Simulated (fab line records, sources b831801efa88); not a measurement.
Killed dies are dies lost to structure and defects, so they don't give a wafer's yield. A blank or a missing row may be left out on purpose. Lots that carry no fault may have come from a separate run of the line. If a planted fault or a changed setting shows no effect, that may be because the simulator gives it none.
A lot that was struck, set against a sound lot :: flow sky130 :: 30 steps out of a route of 708
Sound: these wafers, L932.2, L932.5, L932.6. Wafers L940.2, L940.3, L940.6 were the ones struck. Last of all comes the cause.
For every step that has rows: the tool of each side, followed by ch and its chambers, followed by its first start. Under that, the readings that differ: sound wafers :: struck wafers :: difference of the means :: sigmas: that difference in standard deviations of wafers without a fault.
alike: readings with means less than 2 such deviations apart, plus words and numbers identical on both sides. not compared: withheld readings, readings lacking a value on some wafer, bounds such as >300 that could conceal the same value, and numbers that have no deviation in the record and whose values overlap.
Wherever a step has rows on one side only, a row that says differs or no value, or a row with sigmas, the two part there. Non-overlapping numbers with no deviation appear without sigmas and do not part them. A reading that every wafer of one side lacks parts them only if that side has two wafers or more.

first, 5 steps without rows for these wafers: SKY_SONOS_ONO_COAT_08 (resist thk 1140 nm); SKY_SONOS_ONO_SOFTBAKE_09 (time 60 s); SKY_SONOS_ONO_EXPOSE_10 (exposes mask ONOM, target cd 410 nm); SKY_SONOS_ONO_PEB_11; SKY_SONOS_ONO_DEVELOP_12 (develop time 60 s).
SKY_SONOS_ONO_CD_MEAS_13: the cd target is 410 nm.
  sound on cd sem-02, day 14 12:18; struck on cd sem-02, day 17 09:17
  alike: cd nm
SKY_SONOS_ONO_OVL_MEAS_14:
  sound on overlay-02, day 14 12:24; struck on overlay-01, day 17 09:24
  alike: SONOS_ONO_OVL
SKY_SONOS_ONO_ETCH_15: etches the open film in CHF3/O2, target depth 19.52 nm, time 7.8 s.
  sound on rie diel-03 ch 2,3, day 14 12:26; struck on rie diel-04 ch 0,1,3, day 17 09:26
  alike: drypump motor current A, oes product au, rf fwd power W, throttle valve pct
  not compared: rf hours counter h
then, 1 step without rows for these wafers: SKY_SONOS_ONO_WET_ETCH_16 (etches SiO2 in dHF, target depth 14 nm, time 280 s).
SKY_SONOS_ONO_STRIP_17: strips in O2/N2.
  sound on plasma asher-04 ch 0,1, day 14 12:32; struck on plasma asher-04 ch 0,1, day 17 09:37
  alike: drypump motor current A, o2 flow sccm, oes product au, strip time to endpoint s
  not compared: rf hours counter h
then, 2 steps without rows for these wafers: SKY_SONOS_ONO_WET_ETCH_18 (etches Si3N4 in H3PO4, target depth 15 nm, time 172 s); SKY_GATE_OXIDE_CLEAN_00 (cleans in SC1/SC2, time 150 s).
SKY_GATE_OXIDE_OXIDATION_01: stabilise 600 s, purge 300 s, target thk 10.268 nm.
  sound on furnace-01 ch 0, day 14 12:45; struck on furnace-01 ch 0, day 17 10:20
reading: spike tc bottom C (C)
sound: 916.5 916.8 916.8
struck: 906.0 908.8 908.5
difference: -8.9
sigmas: -5

reading: spike tc centre C (C)
sound: 900.0 899.4 900.0
struck: 889.7 891.7 890.6
difference: -9.1
sigmas: -9

reading: spike tc lower C (C)
sound: 900.6 900.3 899.7
struck: 890.9 889.3 891.0
difference: -9.8
sigmas: -9

reading: spike tc top C (C)
sound: 909.5 912.1 908.0
struck: 900.3 901.7 900.0
difference: -9.2
sigmas: -7

reading: spike tc upper C (C)
sound: 900.5 899.6 897.5
struck: 888.7 887.0 889.8
difference: -10.7
sigmas: -9

reading: tube center temp C (C)
sound: 900.02 900.08 899.97
struck: 889.99 890.06 890.21
difference: -9.94
sigmas: -99 or more

reading: tube_center_temp_C_max
sound: 902.2 902.5 903.0
struck: 892.2 892.4 891.9
difference: -10.4
sigmas: -28

reading: model.SiO2_of_GATE_OXIDE_OXIDATION_01.thk nm (nm)
sound: 10.3 10.37 10.11
struck: 9.477 9.473 9.445
difference: -0.795
sigmas: 
SKY_GATE_OXIDE_THK_MEAS_02:
  sound on film metro-02, day 14 14:10; struck on film metro-03, day 17 11:45
reading: GATE_OXIDE_OXIDATION_00_THK (nm)
sound: 10.30 10.31 10.15
struck: 9.54 9.41 9.45
difference: -0.79
sigmas: -4
then, 7 steps without rows for these wafers: SKY_GATE_OXIDE_DEHYDRATE_03 (time 60 s); SKY_GATE_OXIDE_HMDS_04 (prime time 60 s); SKY_GATE_OXIDE_COAT_05 (resist thk 1140 nm); SKY_GATE_OXIDE_SOFTBAKE_06 (time 60 s); SKY_GATE_OXIDE_EXPOSE_07 (exposes mask LVOM, target cd 600 nm); SKY_GATE_OXIDE_PEB_08; SKY_GATE_OXIDE_DEVELOP_09 (develop time 60 s).
SKY_GATE_OXIDE_OVL_MEAS_10:
  sound on overlay-01, day 15 16:22; struck on overlay-02, day 18 17:03
  alike: GATE_OXIDE_OVL
then, 2 steps without rows for these wafers: SKY_GATE_OXIDE_IMPLANT_11; SKY_GATE_OXIDE_WET_ETCH_12 (etches SiO2 in dHF, target depth 16.8 nm, time 336 s).
SKY_GATE_OXIDE_STRIP_13: strips in O2/N2.
  sound on plasma asher-03 ch 0,1, day 15 16:41; struck on plasma asher-03 ch 0, day 18 17:27
  alike: drypump motor current A, o2 flow sccm, oes product au, strip time to endpoint s
  not compared: rf hours counter h
SKY_GATE_OXIDE_TW_MEAS_14:
  sound on film metro-04, day 15 16:47; struck on film metro-02, day 18 17:34
  alike: GATE_OXIDE_TW
then, 1 step without rows for these wafers: SKY_GATE_OXIDE_CLEAN_15 (cleans in SC1/SC2, time 150 s).
SKY_GATE_OXIDE_OXIDATION_16: stabilise 600 s, purge 300 s, target thk 3.57 nm.
  sound on furnace-01 ch 0, day 15 18:45; struck on furnace-01 ch 0, day 18 19:43
reading: model.SiO2_of_GATE_OXIDE_OXIDATION_01.thk nm (nm)
sound: 11.68 11.71 11.52
struck: 10.94 10.96 10.9
difference: -0.70
sigmas: 
  alike: ramp down c per min, spike tc bottom C, spike tc centre C, spike tc lower C, spike tc top C, spike tc upper C, tube center temp C, tube_center_temp_C_max
then, 1 step without rows for these wafers: SKY_POLY_GATE_CVD_00 (deposits poly-Si, target thk 180 nm, time 720 s).
-- the record jumps here: 31 days lie between the struck wafers' starts before and after (it left off in module POLY_GATE and takes up again in module PAD_OPEN, whose first step shown is number 708 of the route) --
SKY_PAD_OPEN_PROBE_99:
  sound on prober-01, day 47 07:21; struck on prober-01, day 49 07:55
reading: model.etest.nfet_16v.r on ohm um
sound: 1.44e+04 1.42e+04 1.421e+04
struck: 1.357e+04 1.346e+04 1.363e+04
difference: -7.167e+02
sigmas: 

reading: model.etest.pfet g5v0d10v5.r on ohm um
sound: 4762 4673 4653
struck: 4584 4575 4523
difference: -135
sigmas: 

reading: model.etest.tip sonos.rs ohm sq
sound: 2639 2650 2580
struck: 2496 2511 2464
difference: -133
sigmas: 

reading: model.etest.nfet g5v0d10v5.drive ua um
sound: 605.8 604.8 616.2
struck: 642.9 645.9 642.3
difference: +34.8
sigmas: 

reading: model.etest.nfet_05v0_nvt.drive ua um
sound: 569.6 570.9 579.8
struck: 608.6 609 607.9
difference: +35.1
sigmas: 

reading: model.etest.pfet g5v0d10v5.drive ua um
sound: 338.8 344.8 350.5
struck: 360.5 358.5 363.7
difference: +16.2
sigmas: 

reading: model.etest.nfet_16v.drive ua um
sound: 219.4 219 223.1
struck: 238.4 238.1 239.3
difference: +18.1
sigmas: 
  alike: killed_at_M0_to_M3, killed_at_M4_up, killed at contacts, killed at front end, killed at other, killed dies, killed open, killed short
  not compared: model.etest.nfet g5v0d10v5.r on ohm um

== WHERE THEY PART ==
First at SKY_GATE_OXIDE_OXIDATION_01; last, within this record, at SKY_GATE_OXIDE_THK_MEAS_02. Later steps at which nothing parts them and some readings are alike: SKY_GATE_OXIDE_OVL_MEAS_10, SKY_GATE_OXIDE_STRIP_13, SKY_GATE_OXIDE_TW_MEAS_14, SKY_GATE_OXIDE_OXIDATION_16, SKY_PAD_OPEN_PROBE_99.

WHY: what had been put in by the simulator
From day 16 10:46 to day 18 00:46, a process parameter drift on furnace-01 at SKY_GATE_OXIDE_OXIDATION_01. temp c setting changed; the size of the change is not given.
